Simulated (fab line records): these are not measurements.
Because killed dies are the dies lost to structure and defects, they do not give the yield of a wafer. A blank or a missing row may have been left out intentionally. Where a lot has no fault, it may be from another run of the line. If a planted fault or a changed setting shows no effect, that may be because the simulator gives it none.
Struck lot and sound lot, side by side | flow gf180mcu | 16 out of 602 route steps
Sound: wafers L860.3, L860.4, L860.5. Struck: wafers L876.2, L876.5, L876.6. The cause is named last.
Each step with rows lists, per side, the tool, then ch with its chambers, then its first start. Under that, the readings that differ: sound wafers | struck wafers | difference of the means | sigmas: that difference in standard deviations of wafers without a fault.
alike: words and numbers the same on both sides, and readings whose means are apart by under 2 such deviations; not compared: readings that were withheld, readings missing a value for some wafer, numbers with overlapping values and no deviation given by the record, and bounds like >300 which may hide the same value.
The two part at a step that has a row with sigmas, a row that says differs or no value, or rows on one side only. Numbers that have no deviation but don't overlap get no sigmas and don't part them. A reading missing from all wafers of one side parts the sides only when that side holds two or more wafers.

GF_POLY_GATE_THK_MEAS_01:
  sound: filmMetro-02 at day 8 20:58; struck: filmMetro-01 at day 13 08:40
  alike: POLY_GATE_CVD_00_THK
then, 8 steps without rows for these wafers: GF_POLY_GATE_DEHYDRATE_02 (time 60 s); GF_POLY_GATE_HMDS_03 (prime time 60 s); GF_POLY_GATE_COAT_04; GF_POLY_GATE_COAT_05 (resist thk 700 nm); GF_POLY_GATE_SOFTBAKE_06 (time 60 s); GF_POLY_GATE_EXPOSE_07 (exposes mask Poly2, target cd 280 nm); GF_POLY_GATE_PEB_08 (peb time 90 s); GF_POLY_GATE_DEVELOP_09 (develop time 60 s).
GF_POLY_GATE_CD_MEAS_10: target cd 280 nm.
  sound: cdSem-02 at day 9 13:22; struck: cdSem-02 at day 14 05:12
  alike: cdNm
GF_POLY_GATE_OVL_MEAS_11:
  sound: overlay-02 at day 9 13:28; struck: overlay-02 at day 14 05:18
  alike: POLY_GATE_OVL
GF_POLY_GATE_ETCH_12: etches BARC in N2/H2.
  sound on rieDiel-04 ch 2,3, day 9 13:29; struck on rieDiel-04 ch 0,1,2, day 14 05:20
  alike: drypumpMotorCurrentA, n2FlowSccm, oesProductAu, throttleValvePct
GF_POLY_GATE_ETCH_13: etches poly-Si in HBr/Cl2, stops on SiO2, target depth 198.5 nm, time 69.6 s.
  sound on rieSi-02 ch 0,1,3, day 9 13:32; struck on rieSi-01 ch 0,2,3, day 14 05:23
reading                             | sound             | struck            | difference | sigmas
runLengthS (s)                      | 97.4 98.1 97.9    | 61.6 62.1 62.3    | -35.8      | -97
model.etch.depthNm (nm)             | 202.7 198.8 198.8 | 99.81 98.79 95.69 | -102.00    | 
model.POLY_GATE.featureDepthNm (nm) | 202.7 198.8 198.8 | 99.81 98.79 95.69 | -102.00    | 
  alike: drypumpMotorCurrentA, oesProductAu, throttleValvePct
  not compared: rfHoursCounterH
GF_POLY_GATE_STRIP_14: strips in O2/N2.
  sound on plasmaAsher-02 ch 0,1, day 9 13:38; struck on plasmaAsher-02 ch 0,1, day 14 05:26
reading             | sound             | struck            | difference | sigmas
oesProductAu (a.u.) | 0.503 0.504 0.507 | 0.518 0.529 0.526 | +0.020     | +4
  alike: drypumpMotorCurrentA, heaterPowerW, n2FlowSccm, platenTempC
  not compared: rfHoursCounterH
then, 1 step without rows for these wafers: GF_POLY_GATE_CLEAN_15 (cleans in SC1/SC2, time 150 s).
-- here the record skips 20 days between the struck wafers' starts before and after, leaving off in module POLY_GATE and picking up in module PASSIVATION (first step shown: number 602 of the route) --
GF_PASSIVATION_PROBE_99:
  rows exist in the record for the struck wafers here (prober-02, day 33 17:55), but not for the sound ones

## WHERE THEY PART
First at GF_POLY_GATE_ETCH_13; last, within this record, at GF_PASSIVATION_PROBE_99.

WHY: whatever the simulator had introduced
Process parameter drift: rieSi-01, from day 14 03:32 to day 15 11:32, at GF_POLY_GATE_ETCH_13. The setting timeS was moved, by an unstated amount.
